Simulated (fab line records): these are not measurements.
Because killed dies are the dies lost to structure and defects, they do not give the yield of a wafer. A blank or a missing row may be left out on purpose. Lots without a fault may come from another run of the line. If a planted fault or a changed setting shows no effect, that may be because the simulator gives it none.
fab line records	flow sky130	part 1 of 2: steps 1 to 27 of 36
record lots=5	wafers=15	lastDay=49
route steps=708 shown METAL4@628 VIA4@639 METAL5@661
lots with no fault: from the same line, run without faults
startH: the number of hours between the record's first day and the start of the first shown wafer of the lot	waitH: hours since the lot's step before	" same as the row above	L1.1+2: one row covering several wafers at once	- no value present, or no start provided	* or withheld: withheld	< > ~ a bound
route shown NAME@n: NAME is a module with steps in the file, n the number in the route of the first one	usual: mean and standard deviation over wafers with no fault	same: alike in all rows	chamber/n: place in a boat	sites: per-site readings	_std_site: the values' standard deviation	_edge_site: inner sites' mean taken away from outer sites' mean	radiusMm: how far each site lies from the wafer's centre	mask NAME#n: copy n	behind: tool/chamber where the wafer was last shaped	hold: reason for holding the lot/hours on hold/outcome of the hold	device: names the non-switching transistor (n, p or np)	end of line: at the end of the route, the tests of the same wafers	a step given without rows: its recipe and nothing more	killed: not the wafer's yield, but the dies lost to structure and defects at the first sort	map: dies across one wafer; x = killed, . = not, _ = none there
set.NAME: the setting that was run; set.NAME@STEP: the one run at that earlier step	model.NAME: the simulator's own value behind a step, which no gauge read
lots seen at some steps along the route; tables by step, rows by wafer
services: a tool's chamber out of use, with start hour (startH, from the record's first day; less than 0 if before it), hours out, and reason
## steps
# step SKY_METAL4_DEVELOP_12
# recipe developTimeS=60	resist=KrF-thick	devTempC=21
# usual developerTempC=21.01/0.11
lot.wafer	tool	chamber	startH	waitH	developerTempC
L074.1	lithoTrack-04	0	-	-	20.75
L074.3	"	0	"	"	20.91
L074.5	"	0	"	"	20.89
L083.1	lithoTrack-01	0	-	-	21.07
L083.2	"	0	"	"	21.03
L083.5	"	0	"	"	21.07
L087.2	lithoTrack-01	0	-	-	21.07
L087.4	"	0	"	"	21.06
L087.5	"	0	"	"	21.06
L088.1	lithoTrack-04	0	-	-	20.82
L088.2	"	0	"	"	20.91
L088.4	"	0	"	"	21.06
L090.2	lithoTrack-02	0	-	-	21.03
L090.4	"	0	"	"	20.93
L090.6	"	0	"	"	21.05
# step SKY_METAL4_CD_MEAS_13
# recipe targetCdNm=300
# usual cdNm=300.1/1.3
lot.wafer	tool	chamber	startH	waitH	cdNm
L074.1	cdSem-01	-	959.84	-	299.9
L074.3	"	-	"	"	300.3
L074.5	"	-	"	"	299.9
L083.1	cdSem-01	-	1030.94	-	302.5
L083.2	"	-	"	"	302.4
L083.5	"	-	"	"	303.3
L087.2	cdSem-01	-	1053.21	-	300.4
L087.4	"	-	"	"	300.4
L087.5	"	-	"	"	298.4
L088.1	cdSem-01	-	1059.84	-	301.8
L088.2	"	-	"	"	300.8
L088.4	"	-	"	"	300.8
L090.2	cdSem-02	-	1084.41	-	302.9
L090.4	"	-	"	"	301.7
L090.6	"	-	"	"	300.1
# step SKY_METAL4_OVL_MEAS_14
# usual METAL4_OVL=1/5.1
lot.wafer	tool	chamber	startH	waitH	METAL4_OVL[nm]
L074.1	overlay-01	-	959.96	0.1	7
L074.3	"	-	"	"	7
L074.5	"	-	"	"	7
L083.1	overlay-02	-	1031.06	0.1	-9
L083.2	"	-	"	"	0
L083.5	"	-	"	"	-5
L087.2	overlay-02	-	1053.31	0.1	-1
L087.4	"	-	"	"	-1
L087.5	"	-	"	"	-9
L088.1	overlay-01	-	1059.96	0.1	-2
L088.2	"	-	"	"	8
L088.4	"	-	"	"	5
L090.2	overlay-02	-	1084.52	0.1	-5
L090.4	"	-	"	"	0
L090.6	"	-	"	"	5
# step SKY_METAL4_DESCUM_15
# recipe chemistry=O2	sourcePowerW=150	biasPowerW=0	pressureMtorr=10	tempC=40	timeS=8
# usual drypumpMotorCurrentA=6.0/0.46	oesProductAu=0.992/0.0086
lot.wafer	tool	chamber	startH	waitH	drypumpMotorCurrentA	oesProductAu	rfHoursCounterH
L074.1	rieMetal-02	1	959.99	0.0	5.7	0.985	14
L074.3	"	1	"	"	5.7	0.982	-
L074.5	"	1	"	"	5.7	0.971	-
L083.1	rieMetal-04	0	1031.09	0.0	6.5	0.989	15
L083.2	"	0	"	"	6.5	0.988	-
L083.5	"	0	"	"	6.4	0.994	-
L087.2	rieMetal-02	1	1053.34	0.0	5.7	0.988	21
L087.4	"	0	"	"	6.8	0.999	-
L087.5	"	0	"	"	6.8	1.003	-
L088.1	rieMetal-03	1	1059.99	0.0	5.6	0.983	15
L088.2	"	0	"	"	6.0	0.981	12
L088.4	"	0	"	"	6.0	0.985	-
L090.2	rieMetal-03	1	1084.55	0.0	5.6	0.986	16
L090.4	"	0	"	"	6.0	1.001	-
L090.6	"	1	"	"	5.6	0.993	-
# step SKY_METAL4_ETCH_16
# recipe chemistry=N2/H2	target=BARC	ionEnergyEv=200	biasW=100	pressureMtorr=30	n2FlowSccm=100	h2FlowSccm=200	icpW=500	stopOn=SiO2	timeS=88.2	targetDepthA=600
# usual drypumpMotorCurrentA=6.0/0.46	oesProductAu=0.626/0.0045	throttleValvePct=13.205/0.0086
lot.wafer	tool	chamber	startH	waitH	drypumpMotorCurrentA	oesProductAu	rfHoursCounterH	throttleValvePct
L074.1	rieMetal-02	1	960.02	0.0	5.7	0.621	14	13.210
L074.3	"	1	"	"	5.7	0.624	-	13.202
L074.5	"	1	"	"	5.7	0.627	-	13.201
L083.1	rieMetal-04	0	1031.16	0.1	6.5	0.622	15	13.212
L083.2	"	0	"	"	6.5	0.623	-	13.219
L083.5	"	0	"	"	6.5	0.626	-	13.196
L087.2	rieMetal-02	1	1053.37	0.0	5.7	0.627	21	13.198
L087.4	"	0	"	"	6.8	0.632	-	13.201
L087.5	"	0	"	"	6.8	0.626	-	13.194
L088.1	rieMetal-03	1	1060.03	0.0	5.6	0.628	15	13.200
L088.2	"	0	"	"	6.0	0.631	12	13.202
L088.4	"	0	"	"	6.0	0.617	-	13.198
L090.2	rieMetal-03	1	1084.58	0.0	5.6	0.621	16	13.197
L090.4	"	0	"	"	6.0	0.627	-	13.196
L090.6	"	1	"	"	5.6	0.626	-	13.207
# step SKY_METAL4_ETCH_17
# recipe target=SiO2	stopOn=TiN	chemistry=C4F8/O2/Ar	sourceW=1500	biasW=1200	pressureMtorr=40	c4f8FlowSccm=withheld	O2_flow_sccm=6	Ar_flow_sccm=300	timeS=3.9	targetDepthA=150
# usual oesProductAu=0.753/0.0073
lot.wafer	tool	chamber	startH	waitH	oesProductAu	rfHoursCounterH
L074.1	rieDiel-04	2	960.12	0.1	0.750	18
L074.3	"	0	"	"	0.753	10
L074.5	"	3	"	"	0.754	-
L083.1	rieDiel-03	3	1031.35	0.2	0.738	9
L083.2	"	0	"	"	0.750	15
L083.5	"	3	"	"	0.764	-
L087.2	rieDiel-04	2	1053.47	0.1	0.757	21
L087.4	"	0	"	"	0.755	14
L087.5	"	2	"	"	0.756	-
L088.1	rieDiel-03	2	1060.12	0.1	0.742	0
L088.2	"	0	"	"	0.742	16
L088.4	"	1	"	"	0.758	8
L090.2	rieDiel-03	1	1084.68	0.1	0.748	8
L090.4	"	2	"	"	0.759	1
L090.6	"	2	"	"	0.748	-
# step SKY_METAL4_METAL_ETCH_18
# recipe targetDepthA=8450	stopOn=SiO2	overEtchFrac=0.3	timeS=183.1	chemistry=Cl2/BCl3	resistSidewallDeg=88	pressureMtorr=10	icpW=900	biasW=48.5	Cl2_flow_sccm=60	bcl3FlowSccm=30
# usual drypumpMotorCurrentA=6.0/0.51	oesProductAu=0.864/0.0072	throttleValvePct=22.263/0.0083
lot.wafer	tool	chamber	startH	waitH	drypumpMotorCurrentA	oesProductAu	rfHoursCounterH	throttleValvePct
L074.1	rieMetal-04	0	960.14	0.0	6.5	0.870	10	22.285
L074.3	"	1	"	"	5.1	0.877	-	22.245
L074.5	"	1	"	"	5.1	0.873	-	22.269
L083.1	rieMetal-03	0	1031.37	0.0	6.0	0.861	10	22.259
L083.2	"	1	"	"	5.6	0.877	13	22.254
L083.5	"	1	"	"	5.6	0.876	-	22.258
L087.2	rieMetal-03	1	1053.49	0.0	5.6	0.864	14	22.264
L087.4	"	1	"	"	5.6	0.860	-	22.255
L087.5	"	1	"	"	5.6	0.873	-	22.266
L088.1	rieMetal-02	1	1060.14	0.0	5.7	0.856	21	22.263
L088.2	"	0	"	"	6.8	0.862	21	22.273
L088.4	"	0	"	"	6.8	0.864	-	22.253
L090.2	rieMetal-04	1	1084.70	0.0	5.1	0.865	17	22.273
L090.4	"	0	"	"	6.5	0.854	-	22.260
L090.6	"	0	"	"	6.5	0.860	-	22.272
# step SKY_METAL4_STRIP_19
# recipe chemistry=O2/N2	powerW=1400	pressureMtorr=1500	platenTempC=withheld	o2FlowSccm=3000	n2FlowSccm=300	overashFraction=0.5
# usual drypumpMotorCurrentA=5.6/0.4	o2FlowSccm=2999/9.4	oesProductAu=0.506/0.0055	stripTimeToEndpointS=6.62/0.065
lot.wafer	tool	chamber	startH	waitH	drypumpMotorCurrentA	o2FlowSccm	oesProductAu	rfHoursCounterH	stripTimeToEndpointS
L074.1	plasmaAsher-02	0	960.32	0.1	5.6	2995	0.497	52	6.52
L074.3	"	0	"	"	5.6	2999	0.501	-	6.55
L074.5	"	0	"	"	5.6	3001	0.506	-	6.56
L083.1	plasmaAsher-04	0	1031.55	0.1	6.3	3008	0.502	29	6.54
L083.2	"	1	"	"	5.3	3001	0.516	29	6.73
L083.5	"	0	"	"	6.3	2994	0.508	-	6.72
L087.2	plasmaAsher-02	0	1053.67	0.1	5.6	2999	0.508	61	6.64
L087.4	"	0	"	"	5.6	2988	0.508	-	6.61
L087.5	"	0	"	"	5.6	3005	0.512	-	6.66
L088.1	plasmaAsher-02	0	1060.32	0.1	5.6	3004	0.505	62	6.61
L088.2	"	1	"	"	5.1	2986	0.512	62	6.66
L088.4	"	0	"	"	5.6	3011	0.495	-	6.60
L090.2	plasmaAsher-04	0	1084.88	0.1	6.3	3002	0.501	34	6.64
L090.4	"	1	"	"	5.3	3007	0.494	-	6.57
L090.6	"	1	"	"	5.3	3008	0.497	-	6.57
# step SKY_METAL4_STRIP_20
# recipe chemistry=postEtchResidueRemover	timeS=1200	tempC=72.5
lot.wafer	tool	chamber	startH	waitH
L074.1+3+5	wetBench-01	0	960.42	0.1
L083.1+2+5	wetBench-01	0	1031.65	0.1
L087.2+4+5	wetBench-03	1	1053.77	0.1
L088.1+2+4	wetBench-04	2	1060.42	0.1
L090.2+4+6	wetBench-03	1	1084.98	0.1
# step SKY_METAL4_CLEAN_21
# recipe chemistry=IPA	timeS=180	tempC=25
lot.wafer	tool	chamber	startH	waitH
L074.1+3+5	wetBench-01	0	960.76	0.0
L083.1+2+5	wetBench-04	0	1031.99	0.0
L087.2+4+5	wetBench-03	1	1054.45	0.0
L088.1+2+4	wetBench-03	1	1060.79	0.0
L090.2+4+6	wetBench-04	3	1085.32	0.0
# step SKY_METAL4_CLEAN_22
# recipe chemistry=O3/DIW	dry=n2Spin
lot.wafer	tool	chamber	startH	waitH
L074.1+3+5	wetBench-01	3	960.82	0.0
L083.1+2+5	wetBench-03	3	1032.05	0.0
L087.2+4+5	wetBench-04	0	1054.57	0.0
L088.1+2+4	wetBench-01	3	1060.85	0.0
L090.2+4+6	wetBench-03	1	1085.38	0.0
# step SKY_VIA4_HDPCVD_00
# recipe material=SiO2	targetThkNm=1750	sigmaOpenFrac=0.3	timeS=291.7	tempC=400	sih4FlowSccm=60	pressureMtorr=6
lot.wafer	tool	chamber	startH	waitH
L074.1+3+5	hdpcvd-01	1,2,2	960.91	0.0
L083.1+2+5	hdpcvd-01	0,1,1	1032.23	0.0
L087.2+4+5	hdpcvd-01	2,1,0	1054.67	0.0
L088.1+2+4	hdpcvd-01	2,0,0	1060.94	0.0
L090.2+4+6	hdpcvd-01	0,1,2	1085.47	0.0
# step SKY_VIA4_THK_MEAS_01
# recipe reads=SiO2_of_VIA4_HDPCVD_00
# usual VIA4_HDPCVD_THK=1746/14
lot.wafer	tool	chamber	startH	waitH	VIA4_HDPCVD_THK[nm]
L074.1	filmMetro-04	-	961.14	0.1	1753
L074.3	"	-	"	"	1750
L074.5	"	-	"	"	1757
L083.1	filmMetro-03	-	1032.41	0.1	1751
L083.2	"	-	"	"	1771
L083.5	"	-	"	"	1757
L087.2	filmMetro-03	-	1054.86	0.1	1761
L087.4	"	-	"	"	1770
L087.5	"	-	"	"	1749
L088.1	filmMetro-01	-	1061.12	0.1	1732
L088.2	"	-	"	"	1745
L088.4	"	-	"	"	1741
L090.2	filmMetro-01	-	1085.66	0.1	1756
L090.4	"	-	"	"	1756
L090.6	"	-	"	"	1745
# step SKY_VIA4_CMP_02
# recipe material=SiO2	downForcePsi=4	platenRpm=60	padVelocityMS=0.94248
# usual motorCurrentA=12.2/1.1	slurryFlowMlMin=150.0/0.49
lot.wafer	tool	chamber	startH	waitH	motorCurrentA	slurryFlowMlMin
L074.3	cmp-01	3	961.20	0.0	10.8	149.2
L074.1	"	0	"	"	11.6	150.9
L074.5	"	3	"	"	11.8	149.5
L083.2	cmp-02	1	1032.52	0.1	12.6	149.2
L083.1	"	3	"	"	13.7	149.1
L083.5	"	1	"	"	12.8	150.0
L087.4	cmp-02	2	1054.91	0.0	11.1	150.6
L087.2	"	0	"	"	11.0	149.5
L087.5	"	2	"	"	11.3	150.8
L088.1	cmp-02	3	1061.18	0.1	12.6	150.2
L088.2	"	0	"	"	10.6	149.1
L088.4	"	2	"	"	11.4	149.3
L090.2	cmp-02	1	1085.71	0.0	12.4	149.7
L090.4	"	0	"	"	11.5	150.3
L090.6	"	1	"	"	12.1	150.0
# step SKY_VIA4_BOW_MEAS_03
# recipe mode=bow
# usual VIA4_BOW=79/8.4
lot.wafer	tool	chamber	startH	waitH	VIA4_BOW[um]
L074.1	filmMetro-01	-	961.50	0.2	82
L074.3	"	-	"	"	83
L074.5	"	-	"	"	98
L083.1	filmMetro-04	-	1032.77	0.1	78
L083.2	"	-	"	"	75
L083.5	"	-	"	"	82
L087.2	filmMetro-01	-	1055.23	0.2	88
L087.4	"	-	"	"	77
L087.5	"	-	"	"	63
L088.1	filmMetro-04	-	1061.48	0.2	84
L088.2	"	-	"	"	76
L088.4	"	-	"	"	78
L090.2	filmMetro-04	-	1086.03	0.3	62
L090.4	"	-	"	"	79
L090.6	"	-	"	"	77
# step SKY_VIA4_DEHYDRATE_04
# recipe tempC=200	timeS=60
# usual plateTempC=200.01/0.17
lot.wafer	tool	chamber	startH	waitH	plateTempC
L074.1	lithoTrack-04	0	972.99	11.5	200.13
L074.3	"	0	"	"	199.83
L074.5	"	0	"	"	200.02
L083.1	lithoTrack-04	0	1043.84	11.0	200.32
L083.2	"	0	"	"	200.15
L083.5	"	0	"	"	199.84
L087.2	lithoTrack-02	0	1065.12	9.9	199.91
L087.4	"	0	"	"	200.01
L087.5	"	0	"	"	200.10
L088.1	lithoTrack-04	0	1072.24	10.7	199.74
L088.2	"	0	"	"	200.12
L088.4	"	0	"	"	199.82
L090.2	lithoTrack-04	0	1096.06	10.0	199.98
L090.4	"	0	"	"	200.16
L090.6	"	0	"	"	199.80
# step SKY_VIA4_HMDS_05
# recipe primeTimeS=60	primeTempC=120
lot.wafer	tool	chamber	startH	waitH
L074.1+3+5	lithoTrack-04	0	973.14	0.1
L083.1+2+5	lithoTrack-04	0	1043.99	0.1
L087.2+4+5	lithoTrack-02	0	1065.27	0.1
L088.1+2+4	lithoTrack-04	0	1072.39	0.1
L090.2+4+6	lithoTrack-04	0	1096.21	0.1
# step SKY_VIA4_COAT_06
# recipe resist=NOVOLAK	spinRpm=3000	resistThkNm=1140
lot.wafer	tool	chamber	startH	waitH
L074.1+3+5	lithoTrack-04	0	973.29	0.1
L083.1+2+5	lithoTrack-04	0	1044.14	0.1
L087.2+4+5	lithoTrack-02	0	1065.42	0.1
L088.1+2+4	lithoTrack-04	0	1072.54	0.1
L090.2+4+6	lithoTrack-04	0	1096.36	0.1
# step SKY_VIA4_SOFTBAKE_07
# recipe tempC=90	timeS=60	resist=NOVOLAK
# usual plateTempC=89.99/0.12
lot.wafer	tool	chamber	startH	waitH	plateTempC
L074.1	lithoTrack-04	0	973.44	0.1	89.90
L074.3	"	0	"	"	89.96
L074.5	"	0	"	"	89.88
L083.1	lithoTrack-04	0	1044.29	0.1	89.90
L083.2	"	0	"	"	89.90
L083.5	"	0	"	"	89.83
L087.2	lithoTrack-02	0	1065.57	0.1	89.89
L087.4	"	0	"	"	90.08
L087.5	"	0	"	"	90.13
L088.1	lithoTrack-04	0	1072.69	0.1	90.28
L088.2	"	0	"	"	90.11
L088.4	"	0	"	"	90.22
L090.2	lithoTrack-04	0	1096.51	0.1	90.01
L090.4	"	0	"	"	89.87
L090.6	"	0	"	"	90.19
# step SKY_VIA4_EXPOSE_08
# recipe maskId=VIM4	na=0.6	sourceShape=conventional	sigmaOuter=0.6	polarization=unpolarized	targetCdNm=800	doseMj=132
# same sigmaOuter=0.6
lot.wafer	tool	chamber	startH	waitH	mask
L074.1+3+5	ilineStepper-02	0	-	-	VIM4#0
L083.1+2+5	ilineStepper-01	0	-	-	VIM4#0
L087.2+4+5	ilineStepper-01	0	-	-	VIM4#0
L088.1+2+4	ilineStepper-01	0	-	-	VIM4#0
L090.2+4+6	ilineStepper-01	0	-	-	VIM4#0
# step SKY_VIA4_PEB_09
# recipe tempC=withheld	timeS=*	resist=NOVOLAK
lot.wafer	tool	chamber	startH	waitH
L074.1+3+5	lithoTrack-02	0	-	-
L083.1+2+5	lithoTrack-04	0	-	-
L087.2+4+5	lithoTrack-03	0	-	-
L088.1+2+4	lithoTrack-03	0	-	-
L090.2+4+6	lithoTrack-02	0	-	-
# step SKY_VIA4_DEVELOP_10
# recipe resist=NOVOLAK	developer=TMAH	developTimeS=60	devTempC=23
# usual developerTempC=23.02/0.09
lot.wafer	tool	chamber	startH	waitH	developerTempC
L074.1	lithoTrack-02	0	984.49	0.1	23.00
L074.3	"	0	"	"	23.03
L074.5	"	0	"	"	23.00
L083.1	lithoTrack-04	0	1054.64	0.1	23.09
L083.2	"	0	"	"	22.94
L083.5	"	0	"	"	22.92
L087.2	lithoTrack-03	0	1075.37	0.1	22.94
L087.4	"	0	"	"	22.93
L087.5	"	0	"	"	22.90
L088.1	lithoTrack-03	0	1081.99	0.1	22.96
L088.2	"	0	"	"	22.99
L088.4	"	0	"	"	22.84
L090.2	lithoTrack-02	0	1104.77	0.1	23.06
L090.4	"	0	"	"	23.07
L090.6	"	0	"	"	23.07
# step SKY_VIA4_OVL_MEAS_11
# usual VIA4_OVL=-0.3/1.2
lot.wafer	tool	chamber	startH	waitH	VIA4_OVL[nm]
L074.1	overlay-02	-	984.64	0.1	0.7
L074.3	"	-	"	"	-0.1
L074.5	"	-	"	"	-0.1
L083.1	overlay-01	-	1054.79	0.1	-3.1
L083.2	"	-	"	"	-0.6
L083.5	"	-	"	"	0.5
L087.2	overlay-01	-	1075.50	0.1	-0.4
L087.4	"	-	"	"	-1.5
L087.5	"	-	"	"	-1.1
L088.1	overlay-02	-	1082.14	0.1	-1.4
L088.2	"	-	"	"	-1.5
L088.4	"	-	"	"	-1.4
L090.2	overlay-02	-	1104.90	0.1	-1.4
L090.4	"	-	"	"	-1.7
L090.6	"	-	"	"	-1.3
# step SKY_VIA4_ETCH_12
# recipe target=SiO2	chemistry=C4F8/O2/Ar	stopOn=TiN	maskMaterial=NOVOLAK	sourceW=1500	biasW=1200	pressureMtorr=40	c4f8FlowSccm=withheld	O2_flow_sccm=6	Ar_flow_sccm=300	timeS=withheld	targetDepthA=5800
# usual oesProductAu=0.926/0.0048
lot.wafer	tool	chamber	startH	waitH	oesProductAu
L074.1	rieDiel-01	1	984.68	0.0	0.929
L074.3	"	3	"	"	0.923
L074.5	"	2	"	"	0.925
L083.1	rieDiel-04	0	1054.82	0.0	0.914
L083.2	"	2	"	"	0.930
L083.5	"	1	"	"	0.925
L087.2	rieDiel-02	1	1075.53	0.0	0.933
L087.4	"	3	"	"	0.930
L087.5	"	3	"	"	0.925
L088.1	rieDiel-04	2	1082.18	0.0	0.928
L088.2	"	0	"	"	0.922
L088.4	"	3	"	"	0.927
L090.2	rieDiel-01	3	1104.93	0.0	0.923
L090.4	"	0	"	"	0.924
L090.6	"	0	"	"	0.932
# step SKY_VIA4_STRIP_13
# recipe chemistry=O2/N2	powerW=1400	pressureMtorr=1500	platenTempC=withheld	o2FlowSccm=3000	n2FlowSccm=300	overashFraction=0.5
# usual drypumpMotorCurrentA=5.58/0.27	o2FlowSccm=3000/8.5	oesProductAu=0.709/0.0041	stripTimeToEndpointS=12.809/0.028
lot.wafer	tool	chamber	startH	waitH	drypumpMotorCurrentA	o2FlowSccm	oesProductAu	rfHoursCounterH	stripTimeToEndpointS
L074.1	plasmaAsher-03	1	984.75	-	5.77	3002	0.712	83	12.796
L074.3	"	1	"	"	5.76	2997	0.721	-	12.802
L074.5	"	1	"	"	5.75	3003	0.709	-	12.776
L083.1	plasmaAsher-01	0	1054.90	-	5.44	2994	0.706	124	12.773
L083.2	"	1	"	"	5.85	2998	0.711	124	12.804
L083.5	"	1	"	"	5.85	3000	0.715	-	12.830
L087.2	plasmaAsher-02	0	1075.60	-	5.59	2997	0.700	63	12.836
L087.4	"	1	"	"	5.07	3002	0.710	-	12.811
L087.5	"	0	"	"	5.57	2999	0.711	-	12.819
L088.1	plasmaAsher-03	0	1082.25	-	5.87	3003	0.713	93	12.799
L088.2	"	1	"	"	5.78	3016	0.713	93	12.799
L088.4	"	0	"	"	5.88	3019	0.701	-	12.785
L090.2	plasmaAsher-01	1	1105.00	-	5.83	2998	0.708	4	12.794
L090.4	"	0	"	"	5.44	3000	0.711	-	12.789
L090.6	"	0	"	"	5.43	3007	0.709	-	12.837
# step SKY_VIA4_STRIP_14
# recipe chemistry=postEtchResidueRemover	timeS=1200	tempC=72.5
lot.wafer	tool	chamber	startH	waitH
L074.1+3+5	wetBench-03	3	984.85	0.1
L083.1+2+5	wetBench-01	3	1055.00	0.1
L087.2+4+5	wetBench-03	2	1075.72	0.1
L088.1+2+4	wetBench-02	0	1082.35	0.1
L090.2+4+6	wetBench-01	3	1105.10	0.1
# step SKY_VIA4_CLEAN_15
# recipe chemistry=IPA	timeS=180	tempC=25
lot.wafer	tool	chamber	startH	waitH
L074.1+3+5	wetBench-03	3	985.23	0.0
L083.1+2+5	wetBench-02	3	1055.34	0.0
L087.2+4+5	wetBench-03	3	1076.06	0.0
L088.1+2+4	wetBench-01	2	1082.69	0.0
L090.2+4+6	wetBench-03	0	1105.45	0.0
